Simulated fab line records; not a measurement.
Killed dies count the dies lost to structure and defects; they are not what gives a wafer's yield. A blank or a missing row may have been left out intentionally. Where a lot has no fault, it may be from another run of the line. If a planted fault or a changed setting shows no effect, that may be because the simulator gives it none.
The tool behind it: which one? || flow gf180mcu || Sampling: 6 lots, 18 wafers, 2 of 602 route steps

## WHAT THE GAUGES READ, wafer by wafer
GF_PASSIVATION_THK_MEAS_03.
{"lot": "L965", "measured": "day 30 13:56", "on": "film-metro-04", "PASSIVATION_CVD_02_THK (nm)": "691 707 1218 691 707 1218"}
{"lot": "L971", "measured": "day 32 06:13", "on": "film-metro-02", "PASSIVATION_CVD_02_THK (nm)": "696 699 713"}
{"lot": "L973", "measured": "day 32 18:09", "on": "film-metro-03", "PASSIVATION_CVD_02_THK (nm)": "694 690 703"}
{"lot": "L976", "measured": "day 33 12:17", "on": "film-metro-03", "PASSIVATION_CVD_02_THK (nm)": "690 697 690"}
{"lot": "L978", "measured": "day 33 15:35", "on": "film-metro-02", "PASSIVATION_CVD_02_THK (nm)": "691 686 692"}
{"lot": "L980", "measured": "day 34 05:37", "on": "film-metro-04", "PASSIVATION_CVD_02_THK (nm)": "681 709 707"}

## EACH LOT AND THE TOOL THAT RAN IT (in order: tool; ch and the chambers of the sampled wafers; start)
{"lot": "L965", "GF_PASSIVATION_CVD_02": "pecvd-04 ch 0,1,2, day 30 13:31"}
{"lot": "L971", "GF_PASSIVATION_CVD_02": "pecvd-01 ch 0,1, day 32 05:55"}
{"lot": "L973", "GF_PASSIVATION_CVD_02": "pecvd-03 ch 0,2, day 32 17:52"}
{"lot": "L976", "GF_PASSIVATION_CVD_02": "pecvd-03 ch 0,2, day 33 12:00"}
{"lot": "L978", "GF_PASSIVATION_CVD_02": "pecvd-03 ch 0,1,2, day 33 15:18"}
{"lot": "L980", "GF_PASSIVATION_CVD_02": "pecvd-03 ch 1, day 34 05:10"}
- GF_PASSIVATION_CVD_02: deposits Si3N4, target thk 700 nm, time 486.18 s.

## THE ANSWER, worked out from the rows above alone
Rule: usual is defined by the lots themselves. Put in order of their means at a reading, lots are off if they are a third of the lots or fewer, leave a main group of 4 or more, and stand apart from it by a gap of 3 or more times the standard deviation of the main group's means; of several such gaps the widest counts. If all means in a main group match to the digits the tables above print for the reading, that group is not used. A lot without any number at a reading at which 4 lots or more have one is off too. All remaining lots with rows at the step are treated as sound.
Off: at GF_PASSIVATION_THK_MEAS_03 (PASSIVATION_CVD_02_THK), L965. Mean 696 nm and standard deviation 4.6 in the main group.
If a tool, at a process step before that reading, ran all the lots that are off and no sound lot after the first of them, it fits. The gauges at GF_PASSIVATION_THK_MEAS_03 are tried like those tools. One candidate fits, namely pecvd-04 at GF_PASSIVATION_CVD_02. It ran no sound lot before its first lot that is off in this sample, so the start can't be narrowed down.

## WHAT WAS PUT IN BY THE SIMULATOR
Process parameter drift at GF_PASSIVATION_CVD_02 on pecvd-04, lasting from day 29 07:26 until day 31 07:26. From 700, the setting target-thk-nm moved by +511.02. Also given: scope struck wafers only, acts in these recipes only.
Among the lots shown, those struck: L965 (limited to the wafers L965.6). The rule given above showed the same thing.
